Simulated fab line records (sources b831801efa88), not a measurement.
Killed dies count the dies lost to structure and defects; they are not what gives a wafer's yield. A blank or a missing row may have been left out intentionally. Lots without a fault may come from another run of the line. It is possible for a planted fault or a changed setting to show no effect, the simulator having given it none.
Matching of chambers || flow gf180mcu || 3 sister chambers for GF_V1_CMP_26 on cmp-02
The step polishes, stops on SiO2, t overpolish 15 s, target thk 0 nm. 6 wafers are shown with their chamber, then 5 later ones without.

## WAFERS, EACH WITH ITS CHAMBER
{"wafer": "L610.6", "chamber": 1, "motorCurrentA (A)": 13.3, "timeToEndpointS (s)": 89}
{"wafer": "L613.1", "chamber": 3, "motorCurrentA (A)": 11.8, "timeToEndpointS (s)": 87}
{"wafer": "L613.3", "chamber": 1, "motorCurrentA (A)": 13.7, "timeToEndpointS (s)": 91}
{"wafer": "L613.4", "chamber": 0, "motorCurrentA (A)": 10.5, "timeToEndpointS (s)": 88}
{"wafer": "L614.1", "chamber": 3, "motorCurrentA (A)": 11.4, "timeToEndpointS (s)": 84}
{"wafer": "L614.4", "chamber": 0, "motorCurrentA (A)": 9.9, "timeToEndpointS (s)": 88}

## WAFERS WITH NO CHAMBER GIVEN
{"wafer": "L621.1", "motorCurrentA (A)": 13.2, "timeToEndpointS (s)": 87}
{"wafer": "L621.2", "motorCurrentA (A)": 10.3, "timeToEndpointS (s)": 88}
{"wafer": "L621.4", "motorCurrentA (A)": 11.4, "timeToEndpointS (s)": 84}
{"wafer": "L626.6", "motorCurrentA (A)": 13.5, "timeToEndpointS (s)": 92}
{"wafer": "L627.5", "motorCurrentA (A)": 10.1, "timeToEndpointS (s)": 91}

## THE CHAMBER EACH PASSED THROUGH
{"wafer": "L621.1", "from the rows above": 1, "in truth": 1}
{"wafer": "L621.2", "from the rows above": 0, "in truth": 0}
{"wafer": "L621.4", "from the rows above": 3, "in truth": 3}
{"wafer": "L626.6", "from the rows above": 1, "in truth": 1}
{"wafer": "L627.5", "from the rows above": 0, "in truth": 0}
5 of 5 placed correctly. Number that these rows cannot place: 0. 0 placed wrongly.
How it was worked out, from the rows above alone: a wafer's distance from a chamber is the root of the sum, over the readings, of the square of ((its reading less the chamber's mean) divided by the reading's scatter). If the next closest chamber is less than 2 further off than the closest, the wafer can't be placed; otherwise it belongs to the closest. A chamber's mean is the mean of its shown wafers. How the scatter is found: for the shown wafers, subtract from each reading the mean of its chamber, square and add these, divide the total by (wafers less chambers), then take the root.
